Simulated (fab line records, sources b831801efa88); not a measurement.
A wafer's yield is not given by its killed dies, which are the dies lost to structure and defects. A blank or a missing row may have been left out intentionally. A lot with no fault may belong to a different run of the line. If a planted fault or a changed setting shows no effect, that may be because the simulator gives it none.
Matching of chambers || flow sfqLine || SFQ_TRILAYER_I6_CMP_CMP_166 on cmp-01 has 4 sister chambers
The step polishes SiO2. 8 wafers are shown with their chamber, then 9 later ones without.

WAFERS PAIRED WITH THEIR CHAMBERS
{"wafer": "L927.4", "chamber": 3, "motorCurrentA (A)": 10.9, "timeToEndpointS (s)": 216}
{"wafer": "L934.1", "chamber": 2, "motorCurrentA (A)": 7.9, "timeToEndpointS (s)": 208}
{"wafer": "L934.4", "chamber": 0, "motorCurrentA (A)": 11.2, "timeToEndpointS (s)": 212}
{"wafer": "L938.5", "chamber": 2, "motorCurrentA (A)": 7.9, "timeToEndpointS (s)": 213}
{"wafer": "L938.6", "chamber": 1, "motorCurrentA (A)": 9.9, "timeToEndpointS (s)": 218}
{"wafer": "L939.1", "chamber": 0, "motorCurrentA (A)": 10.6, "timeToEndpointS (s)": 210}
{"wafer": "L939.3", "chamber": 1, "motorCurrentA (A)": 9.6, "timeToEndpointS (s)": 216}
{"wafer": "L939.4", "chamber": 3, "motorCurrentA (A)": 10.2, "timeToEndpointS (s)": 215}

WAFERS WITHOUT THEIR CHAMBER
{"wafer": "L943.1", "motorCurrentA (A)": 11.3, "timeToEndpointS (s)": 211}
{"wafer": "L943.3", "motorCurrentA (A)": 9.9, "timeToEndpointS (s)": 216}
{"wafer": "L943.4", "motorCurrentA (A)": 9.9, "timeToEndpointS (s)": 216}
{"wafer": "L944.3", "motorCurrentA (A)": 11.7, "timeToEndpointS (s)": 204}
{"wafer": "L944.5", "motorCurrentA (A)": 10.1, "timeToEndpointS (s)": 203}
{"wafer": "L944.6", "motorCurrentA (A)": 8.0, "timeToEndpointS (s)": 210}
{"wafer": "L945.4", "motorCurrentA (A)": 10.1, "timeToEndpointS (s)": 211}
{"wafer": "L945.5", "motorCurrentA (A)": 8.7, "timeToEndpointS (s)": 213}
{"wafer": "L945.6", "motorCurrentA (A)": 9.9, "timeToEndpointS (s)": 211}

THE CHAMBER EACH PASSED THROUGH
{"wafer": "L943.1", "from the rows above": "can't be placed: 0 or 3", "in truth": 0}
{"wafer": "L943.3", "from the rows above": "can't be placed: 1 or 3", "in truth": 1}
{"wafer": "L943.4", "from the rows above": "can't be placed: 1 or 3", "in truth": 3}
{"wafer": "L944.3", "from the rows above": 0, "in truth": 0}
{"wafer": "L944.5", "from the rows above": "can't be placed: 0 or 3", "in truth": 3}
{"wafer": "L944.6", "from the rows above": 2, "in truth": 2}
{"wafer": "L945.4", "from the rows above": "can't be placed: 0 or 3 or 1", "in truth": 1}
{"wafer": "L945.5", "from the rows above": "can't be placed: 2 or 1", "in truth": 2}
{"wafer": "L945.6", "from the rows above": "can't be placed: 3 or 0 or 1", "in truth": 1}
2 of 9 placed correctly. Unplaceable from these rows: 7, with the true chamber sitting among the candidates in 7. Number placed wrongly: 0.
How it was worked out, from the rows above alone: a wafer's distance from a chamber is the root of the sum, over the readings, of the square of ((its reading less the chamber's mean) divided by the reading's scatter). The wafer belongs to the nearest chamber; if the next one is less than 2 further off, it can't be placed. The mean given for a chamber averages the wafers shown for that chamber. The scatter is the square root of a quotient: the sum, over the shown wafers, of each reading's squared deviation from its chamber's mean, divided by wafers minus chambers.
